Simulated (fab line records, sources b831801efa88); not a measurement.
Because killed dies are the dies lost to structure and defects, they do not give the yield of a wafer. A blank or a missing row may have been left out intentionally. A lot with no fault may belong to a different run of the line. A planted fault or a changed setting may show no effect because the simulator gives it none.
fab line records + flow sky130
[record]
- lots = 6
- wafers = 18
- last-day = 50
route steps=708 shown DNWELL@35 PWDE@45 PAD_OPEN@708
lots that met no fault: from a run of the same line without faults
start-h: hours from the record's first day to the start of the lot's first wafer shown + wait-h: time in hours since the lot's previous step + " identical to the entry in the row above + L1.1+2: several wafers, shown together as one row + - no value, or no start given + * or withheld: withheld + < > ~ a bound
route shown NAME@n: names a module that has steps shown in the file, with the first one's number in the route + usual: mean/standard deviation of fault-free wafers + same: alike in all rows + chamber/n: place in a boat + sites: readings site by site + _std_site: how widely they spread, as a standard deviation + _edge_site: inner sites' mean taken away from outer sites' mean + radius-mm: for every site, how far away it sits from the centre of the wafer + mask NAME#n: copy n + behind: the tool/chamber that last shaped the wafer + hold: the reason the lot was held/the length of the hold in hours/how it ended + device: transistor that didn't switch, given as n, p or np + end of line: the tests these same wafers got at the end of their route + a step without rows: its recipe alone + killed: the dies lost at the first sort to structure and to defects; this is not the yield of the wafer + map: a wafer's dies, marking killed ones x, the rest . and places with no die _
set.NAME: the setting as run; set.NAME@STEP: as run at that earlier step + model.NAME: the simulator's own value behind a step, which no gauge read
lots at some steps of the route; a table a step, a row a wafer
services: when a tool's chamber went out of use (start-h, in hours from the record's first day, below 0 if earlier), for how many hours, and the reason
[[steps]]
[step SKY_DNWELL_DEHYDRATE_00]
[recipe]
- temp-c = 200
- time-s = 60
[step SKY_DNWELL_HMDS_01]
[recipe]
- prime-time-s = 60
- prime-temp-c = 120
[step SKY_DNWELL_COAT_02]
[recipe]
- spin-rpm = 2000
- resist-thk-nm = 3000
[step SKY_DNWELL_SOFTBAKE_03]
[recipe]
- temp-c = 110
- time-s = withheld
[step SKY_DNWELL_EXPOSE_04]
[recipe]
- mask-id = DNM
- na = 0.57
- target-cd-nm = 3000
- dose-mj = 222
[step SKY_DNWELL_PEB_05]
[recipe]
- temp-c = 115
- time-s = withheld
[step SKY_DNWELL_DEVELOP_06]
[recipe]
- wall-angle-deg = 90
- developer = TMAH
- develop-time-s = 60
- dev-temp-c = 23
[step SKY_DNWELL_IMPLANT_07]
[recipe]
- species = P
- energy-kev = withheld
- dose-cm2 = withheld
- tilt-deg = withheld
[step SKY_DNWELL_STRIP_08]
[recipe]
- chemistry = O2/N2
- power-w = 1400
- pressure-mtorr = 1500
- platen-temp-c = withheld
- o2-flow-sccm = 3000
- n2-flow-sccm = 300
- overash-fraction = 0.5
[usual]
- drypump-motor-current-A = 5.5/0.51
- oes-product-au = 0.722/0.0044
- strip-time-to-endpoint-s = 36.91/0.11
| lot.wafer | tool            | chamber | start-h | wait-h | drypump-motor-current-A | oes-product-au | rf-hours-counter-h | strip-time-to-endpoint-s |
|-----------|-----------------|---------|---------|--------|-------------------------|----------------|--------------------|--------------------------|
| L135.1    | plasma-asher-01 | 1       | 77.46   | 0.1    | 5.6                     | 0.715          | 27                 | 36.92                    |
| L135.3    | "               | 1       | "       | "      | 5.6                     | 0.719          | -                  | 36.92                    |
| L135.6    | "               | 1       | "       | "      | 5.6                     | 0.730          | -                  | 36.83                    |
| L140.3    | plasma-asher-04 | 1       | 101.84  | 0.1    | 4.8                     | 0.713          | -                  | 36.76                    |
| L140.5    | "               | 1       | "       | "      | 4.8                     | 0.726          | -                  | 36.74                    |
| L140.6    | "               | 0       | "       | "      | 6.2                     | 0.716          | -                  | 36.70                    |
| L148.1    | plasma-asher-04 | 1       | 140.73  | 0.1    | 4.8                     | 0.717          | 47                 | 37.01                    |
| L148.2    | "               | 0       | "       | "      | 6.2                     | 0.724          | 47                 | 36.98                    |
| L148.5    | "               | 0       | "       | "      | 6.2                     | 0.721          | -                  | 37.05                    |
| L151.2    | plasma-asher-03 | 1       | 160.95  | 0.1    | 5.4                     | 0.725          | 4                  | 36.80                    |
| L151.5    | "               | 1       | "       | "      | 5.4                     | 0.716          | -                  | 36.78                    |
| L151.6    | "               | 0       | "       | "      | 5.3                     | 0.721          | -                  | 36.78                    |
| L152.2    | plasma-asher-03 | 1       | 166.73  | 0.1    | 5.4                     | 0.721          | 5                  | 36.84                    |
| L152.3    | "               | 0       | "       | "      | 5.3                     | 0.724          | -                  | 36.88                    |
| L152.4    | "               | 1       | "       | "      | 5.4                     | 0.720          | -                  | 36.95                    |
| L154.1    | plasma-asher-03 | 1       | 174.10  | 0.1    | 5.5                     | 0.723          | 6                  | 36.90                    |
| L154.4    | "               | 0       | "       | "      | 5.3                     | 0.724          | -                  | 36.97                    |
| L154.6    | "               | 0       | "       | "      | 5.3                     | 0.729          | -                  | 37.12                    |
[step SKY_DNWELL_TW_MEAS_09]
[usual]
- DNWELL_TW = 1114/12
| lot.wafer | tool          | chamber | start-h | wait-h | DNWELL_TW |
|-----------|---------------|---------|---------|--------|-----------|
| L135.1    | film-metro-03 | -       | 77.56   | 0.1    | 1122      |
| L135.3    | "             | -       | "       | "      | 1121      |
| L135.6    | "             | -       | "       | "      | 1120      |
| L140.3    | film-metro-03 | -       | 101.93  | 0.1    | 1133      |
| L140.5    | "             | -       | "       | "      | 1130      |
| L140.6    | "             | -       | "       | "      | 1125      |
| L148.1    | film-metro-03 | -       | 140.83  | 0.1    | 1120      |
| L148.2    | "             | -       | "       | "      | 1125      |
| L148.5    | "             | -       | "       | "      | 1119      |
| L151.2    | film-metro-04 | -       | 161.06  | 0.1    | 1121      |
| L151.5    | "             | -       | "       | "      | 1115      |
| L151.6    | "             | -       | "       | "      | 1115      |
| L152.2    | film-metro-03 | -       | 166.84  | 0.1    | 1122      |
| L152.3    | "             | -       | "       | "      | 1122      |
| L152.4    | "             | -       | "       | "      | 1130      |
| L154.1    | film-metro-03 | -       | 174.20  | 0.1    | 1122      |
| L154.4    | "             | -       | "       | "      | 1116      |
| L154.6    | "             | -       | "       | "      | 1120      |
[step SKY_PWDE_DEHYDRATE_00]
[recipe]
- temp-c = 200
- time-s = 60
[step SKY_PWDE_HMDS_01]
[recipe]
- prime-time-s = 60
- prime-temp-c = 120
[step SKY_PWDE_COAT_02]
[recipe]
- spin-rpm = 2000
- resist-thk-nm = 3000
| lot.wafer | tool           | chamber | start-h | wait-h | model.coat_of_PWDE_COAT_02.thk-nm |
|-----------|----------------|---------|---------|--------|-----------------------------------|
| L135.1    | litho-track-01 | 0       | 85.06   | 0.1    | 2992                              |
| L135.3    | "              | 0       | "       | "      | 2999                              |
| L135.6    | "              | 0       | "       | "      | 2996                              |
| L140.3    | litho-track-01 | 0       | 111.36  | 0.1    | 3004                              |
| L140.5    | "              | 0       | "       | "      | 3001                              |
| L140.6    | "              | 0       | "       | "      | 2995                              |
| L148.1    | litho-track-02 | 0       | 149.56  | 0.1    | 2982                              |
| L148.2    | "              | 0       | "       | "      | 2980                              |
| L148.5    | "              | 0       | "       | "      | 2976                              |
| L151.2+6  | litho-track-01 | 0       | 170.79  | 0.1    | 1066                              |
| L151.5    | "              | 0       | "       | "      | 1068                              |
| L152.2    | litho-track-01 | 0       | 176.64  | 0.1    | 1070                              |
| L152.3    | "              | 0       | "       | "      | 1067                              |
| L152.4    | "              | 0       | "       | "      | 1066                              |
| L154.1    | litho-track-02 | 0       | 184.46  | 0.1    | 3000                              |
| L154.4    | "              | 0       | "       | "      | 3006                              |
| L154.6    | "              | 0       | "       | "      | 2997                              |
[step SKY_PWDE_SOFTBAKE_03]
[recipe]
- temp-c = 110
- time-s = withheld
[step SKY_PWDE_EXPOSE_04]
[recipe]
- mask-id = PWDEM
- na = 0.6
- source-shape = conventional
- sigma-outer = 0.6
- polarization = unpolarized
- target-cd-nm = 840
- dose-mj = 214
[step SKY_PWDE_PEB_05]
[recipe]
- temp-c = 115
- time-s = withheld
[step SKY_PWDE_DEVELOP_06]
[recipe]
- wall-angle-deg = 90
- developer = TMAH
- develop-time-s = 60
- dev-temp-c = 23
| lot.wafer | tool           | chamber | start-h | wait-h | model.coat_of_PWDE_COAT_02.thk-nm |
|-----------|----------------|---------|---------|--------|-----------------------------------|
| L135.1    | litho-track-04 | 0       | -       | -      | 2988                              |
| L135.3    | "              | 0       | "       | "      | 2994                              |
| L135.6    | "              | 0       | "       | "      | 2992                              |
| L140.3    | litho-track-01 | 0       | -       | -      | 3000                              |
| L140.5    | "              | 0       | "       | "      | 2996                              |
| L140.6    | "              | 0       | "       | "      | 2990                              |
| L148.1    | litho-track-01 | 0       | -       | -      | 2978                              |
| L148.2    | "              | 0       | "       | "      | 2976                              |
| L148.5    | "              | 0       | "       | "      | 2972                              |
| L151.2    | litho-track-01 | 0       | -       | -      | 1061                              |
| L151.5    | "              | 0       | "       | "      | 1063                              |
| L151.6    | "              | 0       | "       | "      | 1062                              |
| L152.2    | litho-track-04 | 0       | -       | -      | 1066                              |
| L152.3    | "              | 0       | "       | "      | 1063                              |
| L152.4    | "              | 0       | "       | "      | 1062                              |
| L154.1    | litho-track-02 | 0       | -       | -      | 2996                              |
| L154.4    | "              | 0       | "       | "      | 3001                              |
| L154.6    | "              | 0       | "       | "      | 2992                              |
[step SKY_PWDE_OVL_MEAS_07]
[usual]
- PWDE_OVL = -1.4/1.6
| lot.wafer | tool       | chamber | start-h | wait-h | PWDE_OVL[nm] |
|-----------|------------|---------|---------|--------|--------------|
| L135.1    | overlay-01 | -       | 93.60   | -      | 0.1          |
| L135.3    | "          | -       | "       | "      | 0.2          |
| L135.6    | "          | -       | "       | "      | -1.5         |
| L140.3    | overlay-01 | -       | 120.57  | -      | -1.7         |
| L140.5    | "          | -       | "       | "      | 0.3          |
| L140.6    | "          | -       | "       | "      | -0.8         |
| L148.1    | overlay-02 | -       | 159.41  | -      | -3.5         |
| L148.2    | "          | -       | "       | "      | -3.5         |
| L148.5    | "          | -       | "       | "      | -3.2         |
| L151.2    | overlay-01 | -       | 181.42  | -      | 0.1          |
| L151.5    | "          | -       | "       | "      | 1.2          |
| L151.6    | "          | -       | "       | "      | 1.1          |
| L152.2    | overlay-01 | -       | 187.31  | -      | -1.6         |
| L152.3    | "          | -       | "       | "      | -3.4         |
| L152.4    | "          | -       | "       | "      | -2.8         |
| L154.1    | overlay-01 | -       | 194.71  | -      | 1.4          |
| L154.4    | "          | -       | "       | "      | -0.6         |
| L154.6    | "          | -       | "       | "      | 0.7          |
[step SKY_PWDE_IMPLANT_08]
[recipe]
- species = B
- energy-kev = 150
- dose-cm2 = 3.6e+12
- tilt-deg = withheld
[step SKY_PWDE_STRIP_09]
[recipe]
- chemistry = O2/N2
- power-w = 1400
- pressure-mtorr = 1500
- platen-temp-c = withheld
- o2-flow-sccm = 3000
- n2-flow-sccm = 300
- overash-fraction = 0.5
[usual]
- drypump-motor-current-A = 5.6/0.52
- oes-product-au = 0.723/0.0049
- strip-time-to-endpoint-s = 36.86/0.099
| lot.wafer | tool            | chamber | start-h | wait-h | drypump-motor-current-A | oes-product-au | rf-hours-counter-h | strip-time-to-endpoint-s |
|-----------|-----------------|---------|---------|--------|-------------------------|----------------|--------------------|--------------------------|
| L135.1    | plasma-asher-04 | 0       | 93.79   | 0.1    | 6.2                     | 0.731          | 41                 | 36.83                    |
| L135.3    | "               | 1       | "       | "      | 4.8                     | 0.719          | -                  | 36.89                    |
| L135.6    | "               | 0       | "       | "      | 6.2                     | 0.723          | -                  | 36.84                    |
| L140.3    | plasma-asher-04 | 0       | 120.78  | 0.1    | 6.2                     | 0.723          | -                  | 36.95                    |
| L140.5    | "               | 1       | "       | "      | 4.8                     | 0.735          | -                  | 36.91                    |
| L140.6    | "               | 0       | "       | "      | 6.3                     | 0.725          | -                  | 36.85                    |
| L148.1    | plasma-asher-04 | 0       | 159.60  | 0.1    | 6.2                     | 0.724          | 49                 | 36.71                    |
| L148.2    | "               | 1       | "       | "      | 4.8                     | 0.720          | 49                 | 36.68                    |
| L148.5    | "               | 0       | "       | "      | 6.2                     | 0.722          | -                  | 36.63                    |
| L151.2    | plasma-asher-02 | 1       | 181.60  | 0.1    | 6.1                     | 0.715          | 47                 | 14.23                    |
| L151.5    | "               | 1       | "       | "      | 6.1                     | 0.709          | -                  | 14.26                    |
| L151.6    | "               | 0       | "       | "      | 5.7                     | 0.717          | -                  | 14.24                    |
| L152.2    | plasma-asher-04 | 0       | 187.49  | 0.1    | 6.2                     | 0.720          | 52                 | 14.27                    |
| L152.3    | "               | 1       | "       | "      | 4.8                     | 0.722          | -                  | 14.24                    |
| L152.4    | "               | 0       | "       | "      | 6.2                     | 0.718          | -                  | 14.23                    |
| L154.1    | plasma-asher-02 | 0       | 194.89  | 0.1    | 5.8                     | 0.721          | 48                 | 36.94                    |
| L154.4    | "               | 0       | "       | "      | 5.8                     | 0.722          | -                  | 36.99                    |
| L154.6    | "               | 0       | "       | "      | 5.8                     | 0.722          | -                  | 36.88                    |
[step SKY_PWDE_TW_MEAS_10]
[usual]
- PWDE_TW = 373/3.8
| lot.wafer | tool          | chamber | start-h | wait-h | PWDE_TW |
|-----------|---------------|---------|---------|--------|---------|
| L135.1    | film-metro-03 | -       | 93.89   | 0.1    | 378     |
| L135.3    | "             | -       | "       | "      | 379     |
| L135.6    | "             | -       | "       | "      | 378     |
| L140.3    | film-metro-02 | -       | 120.87  | 0.1    | 371     |
| L140.5    | "             | -       | "       | "      | 373     |
| L140.6    | "             | -       | "       | "      | 371     |
| L148.1    | film-metro-04 | -       | 159.70  | 0.1    | 372     |
| L148.2    | "             | -       | "       | "      | 374     |
| L148.5    | "             | -       | "       | "      | 373     |
| L151.2    | film-metro-04 | -       | 181.71  | 0.1    | 372     |
| L151.5    | "             | -       | "       | "      | 372     |
| L151.6    | "             | -       | "       | "      | 375     |
| L152.2    | film-metro-02 | -       | 187.60  | 0.1    | 371     |
| L152.3    | "             | -       | "       | "      | 370     |
| L152.4    | "             | -       | "       | "      | 371     |
| L154.1    | film-metro-04 | -       | 194.99  | 0.1    | 370     |
| L154.4    | "             | -       | "       | "      | 370     |
| L154.6    | "             | -       | "       | "      | 369     |
[step SKY_PAD_OPEN_PROBE_99]
[usual]
- killed_at_M0_to_M3 = 43/7.1
- killed_at_M4_up = 3.0/1.6
- killed-at-contacts = 24/5.3
- killed-at-front-end = 16/4.1
- killed-at-other = 0.5/0.82
- killed-dies = 86/9.4
- killed-on-rim = 17/4.1
- killed-open = 46/6.9
- killed-short = 39/6.5
[same]
- gross-dies = 492
- killed-at-back-side = 0
| lot.wafer | tool      | chamber | start-h | wait-h | killed_at_M0_to_M3 | killed_at_M4_up | killed-at-contacts | killed-at-front-end | killed-at-other | killed-dies | killed-on-rim | killed-open | killed-short |
|-----------|-----------|---------|---------|--------|--------------------|-----------------|--------------------|---------------------|-----------------|-------------|---------------|-------------|--------------|
| L140.3    | prober-02 | -       | 1130.04 | 0.2    | 40                 | 5               | 22                 | 12                  | 0               | 79          | 20            | 46          | 32           |
| L140.5    | prober-02 | -       | 1130.14 | 0.2    | 45                 | 2               | 17                 | 18                  | 0               | 82          | 21            | 38          | 44           |
| L140.6    | prober-02 | -       | 1130.19 | 0.2    | 42                 | 2               | 20                 | 15                  | 1               | 80          | 18            | 31          | 48           |
| L151.2    | prober-01 | -       | 1183.37 | 0.1    | 38                 | 3               | 19                 | 376                 | 0               | 436         | 75            | 45          | 40           |
| L151.5    | prober-01 | -       | 1183.52 | 0.2    | 31                 | 2               | 24                 | 374                 | 0               | 431         | 68            | 43          | 32           |
| L151.6    | prober-01 | -       | 1183.57 | 0.2    | 30                 | 0               | 34                 | 385                 | 0               | 449         | 79            | 41          | 35           |
| L152.2    | prober-01 | -       | 1190.58 | 0.1    | 37                 | 5               | 21                 | 378                 | 0               | 441         | 96            | 34          | 41           |
| L152.3    | prober-01 | -       | 1190.63 | 0.2    | 23                 | 1               | 23                 | 386                 | 0               | 433         | 94            | 34          | 32           |
| L152.4    | prober-01 | -       | 1190.68 | 0.2    | 36                 | 4               | 22                 | 382                 | 0               | 444         | 96            | 41          | 39           |
| L154.1    | prober-02 | -       | 1193.81 | 0.1    | 40                 | 1               | 24                 | 16                  | 0               | 81          | 15            | 44          | 35           |
| L154.4    | prober-02 | -       | 1193.96 | 0.2    | 45                 | 3               | 29                 | 14                  | 1               | 92          | 16            | 50          | 42           |
| L154.6    | prober-02 | -       | 1194.06 | 0.2    | 36                 | 2               | 29                 | 9                   | 0               | 76          | 16            | 49          | 27           |
// killed by level:class
L140.3 CONTACT:geometric-particle:open=8 VIA1:geometric-particle:open=8 METAL2:geometric-particle:short=7 CONTACT:geometric-particle:short=6 VIA3:geometric-particle:open=6 LI_CONTACT:geometric-particle:open=4 METAL1:geometric-particle:short=4 METAL2:geometric-particle:open=4
L140.5 VIA3:geometric-particle:open=9 VIA1:geometric-particle:open=7 METAL1:geometric-particle:short=7 FIELD_ISO:geometric-particle:open=6 VIA3:geometric-particle:short=6 FIELD_ISO:geometric-particle:short=5 POLY_GATE:geometric-particle:short=5 LI_CONTACT:geometric-particle:open=5
L140.6 VIA1:geometric-particle:open=10 POLY_GATE:geometric-particle:short=9 METAL1:geometric-particle:short=8 LOCAL_INTERCONNECT:geometric-particle:short=6 METAL2:geometric-particle:short=6 VIA1:geometric-particle:short=5 LI_CONTACT:geometric-particle:open=4 VIA2:geometric-particle:open=4
L151.2 PWDE:area-expose=351 VIA1:geometric-particle:open=10 POLY_GATE:geometric-particle:short=9 CONTACT:geometric-particle:open=8 VIA1:geometric-particle:short=7 FIELD_ISO:geometric-particle:short=6 VIA2:geometric-particle:open=6 VIA3:geometric-particle:open=6
L151.5 PWDE:area-expose=356 VIA1:geometric-particle:open=11 CONTACT:geometric-particle:open=8 METAL1:geometric-particle:short=5 LI_CONTACT:geometric-particle:open=4 LI_CONTACT:geometric-particle:short=4 CONTACT:geometric-particle:short=4 FIELD_ISO:geometric-particle:open=3
L151.6 PWDE:area-expose=373 CONTACT:geometric-particle:open=13 LOCAL_INTERCONNECT:geometric-particle:short=8 VIA1:geometric-particle:open=7 POLY_GATE:geometric-particle:short=6 LI_CONTACT:geometric-particle:open=6 VIA3:geometric-particle:open=4 VIA1:geometric-particle:short=4
L152.2 PWDE:area-expose=365 METAL2:geometric-particle:short=11 VIA1:geometric-particle:open=10 CONTACT:geometric-particle:short=7 CONTACT:geometric-particle:open=5 FIELD_ISO:geometric-particle:short=4 LI_CONTACT:geometric-particle:open=4 VIA2:geometric-particle:open=4
L152.3 PWDE:area-expose=367 POLY_GATE:geometric-particle:open=6 CONTACT:geometric-particle:open=6 FIELD_ISO:geometric-particle:short=5 FIELD_ISO:geometric-particle:open=5 CONTACT:geometric-particle:short=5 LI_CONTACT:geometric-particle:open=4 LOCAL_INTERCONNECT:geometric-particle:short=4
L152.4 PWDE:area-expose=364 VIA1:geometric-particle:open=12 CONTACT:geometric-particle:open=9 METAL2:geometric-particle:short=7 POLY_GATE:geometric-particle:open=5 POLY_GATE:geometric-particle:short=5 LI_CONTACT:geometric-particle:open=5 VIA3:geometric-particle:open=5
L154.1 VIA2:geometric-particle:open=9 VIA1:geometric-particle:open=8 CONTACT:geometric-particle:open=7 VIA1:geometric-particle:short=7 VIA3:geometric-particle:open=7 CONTACT:geometric-particle:short=6 LOCAL_INTERCONNECT:geometric-particle:short=4 FIELD_ISO:geometric-particle:short=4
L154.4 CONTACT:geometric-particle:open=14 VIA1:geometric-particle:open=12 CONTACT:geometric-particle:short=7 METAL2:geometric-particle:short=7 FIELD_ISO:geometric-particle:open=6 METAL1:geometric-particle:short=6 VIA3:geometric-particle:open=5 VIA2:geometric-particle:open=4
L154.6 CONTACT:geometric-particle:open=14 VIA1:geometric-particle:open=7 VIA2:geometric-particle:open=7 VIA3:geometric-particle:open=5 LI_CONTACT:geometric-particle:open=5 POLY_GATE:geometric-particle:short=4 FIELD_ISO:geometric-particle:short=3 METAL1:geometric-particle:open=3
// map L151.6 (x killed, . not)
__________x.xxxxxxxx_________
________....xxxxxxxxxx_______
______xxxxxxx.xxxxxxxxxx_____
_____.xx.xxxxxxxxxxxxx.xx____
____xxxxx..xxxxxxxxxxxxxxx___
___....x.xxxxx.xxxxxxxxxxxx__
__xxxxxxxxxxxxxxxx.xxxxxxxxx_
_xxx.xxxxxxxxx.xxxxxxxxxxxxxx
_..xxxx.xxxxxxxxxxxxxxxxxxxxx
_.xx...x..xxxxxxxxxxxxxxxxxxx
_.x.xxxxxxxxxxxxxxxxxxxxxxxxx
_..xxxxxxxxxxxxxxxxxxxxxxxxxx
_xxxxxxxxxxxxxxxxxxxxxxxxxxxx
_xxxxxxxxxxxxxxxxxxxxxxxxxxxx
_.x.xxxxxxxxxxxxxxxxxxxxxxxxx
__.xxxxxxxxxxxxxxxxxxxxxxxxx_
___xxx.xxxxxxxxxxxxxxxxxxxx__
____..xxxxxxxxxxxxxxxxxxxx___
_____xxxxxxxxxxxxxxxxxxxx____
______xxxxx.xx.xxxxxxxxx_____
________x.xxxxxxxxxxxx_______
__________xxx.xxxxxx_________
// map L152.4 (x killed, . not)
__________xxxxxxxxxx_________
________xxxxxxxxxxxxxx_______
______xxxxxxxxxxxxxxxxxx_____
_____xxxxxxxxxxxxxxxxxxxx____
____xxxxxxxxxxxxxxxxxxxxxx___
___xxxxxxxxxxxxxxxx.xxxxxxx__
__xxxxxxx.x.xxxxxx.xxxxxxxxx_
_xxxxxxxxxxx.xxxxx...xxxxxxxx
_xx.xxxxx.x.x.xxx.xxx.xxxxxxx
_xxxxxxx.xxxxx..xxx..xxxxxxxx
_xxxxxxxxxxxx..xxx.x..xx.xxxx
_xxxxxxx.x....xxxx.xx.xxxxxxx
_xxxxxxxxxxx.xxxxxxxxxxxxxxxx
_xxxxxxxxx.x.xxx...x.xxxxxxxx
_xxxxxxxxxx.xxx.x.xxxxxxxxxxx
__xxxxxxxxxx.xxxx.xxxxxxxxxx_
___xxx.xxxx.x.xxxxxxxxxxxxx__
____xxxxxxxxxxxxxx.xxxxxxx___
_____xxxxxxxxxxxxxxxxxxxx____
______xxxxxxxxxxxxxxxxxx_____
________xxxxxxxxxxxxxx_______
__________xxxxxxxxxx_________
[[services]]
| tool            | chamber | start-h | hours | kind       |
|-----------------|---------|---------|-------|------------|
| plasma-asher-03 | -       | 64.32   | 2.8   | pm         |
| plasma-asher-02 | -       | 107.95  | 14.6  | pm         |
| plasma-asher-03 | -       | 108.80  | 9.0   | pm         |
| plasma-asher-03 | 0       | 108.80  | 9.0   | vent-cycle |
| plasma-asher-03 | 1       | 108.80  | 9.0   | vent-cycle |
| plasma-asher-03 | 0       | 117.80  | -     | clean      |
| plasma-asher-03 | 1       | 117.80  | -     | clean      |
[[key]]
[first-sign]
- step = SKY_PWDE_STRIP_09
- reading = strip-time-to-endpoint-s
- direction = down
- sigmas = 99+
- usual = *
- struck = *
[effect]
- step = SKY_PAD_OPEN_PROBE_99
- reading = killed-at-front-end
- direction = up
- sigmas = 88
- usual = 16
- struck = 380
[model-effect]
- step = SKY_PWDE_COAT_02
- value = coat_of_PWDE_COAT_02.thk-nm
- without = 2996
- struck = 1067
[model-effect]
- step = SKY_PWDE_DEVELOP_06
- value = coat_of_PWDE_COAT_02.thk-nm
- without = 2992
- struck = 1063
[more-kills-born-at]
- SKY_PWDE_EXPOSE_04@iline-stepper-02 = 1096
- SKY_PWDE_EXPOSE_04@iline-stepper-01 = 1080
met-at SKY_PWDE_COAT_02
struck-wafers L151.2,L151.5,L151.6,L152.2,L152.3,L152.4
tester-left-out L151,L152
onset-between 111.36 170.79
[fault]
- kind = process-parameter-drift
- tool = litho-track-01
- chamber = -
- onset-h = 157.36
- steps = SKY_PWDE_COAT_02
- channel = resist-thk-nm
- offset = -1931.6
- shape = step
- end-h = 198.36
- acts-in = these-recipes-only
- stated = 3000
// tester-left-out: of these lots the tester's yield and bins aren't shown, on N5 and GAA mostly nor the transistor test; their killed dies are dies lost to structure and defects alone, not to doping, threshold or leakage, so they don't give the yield
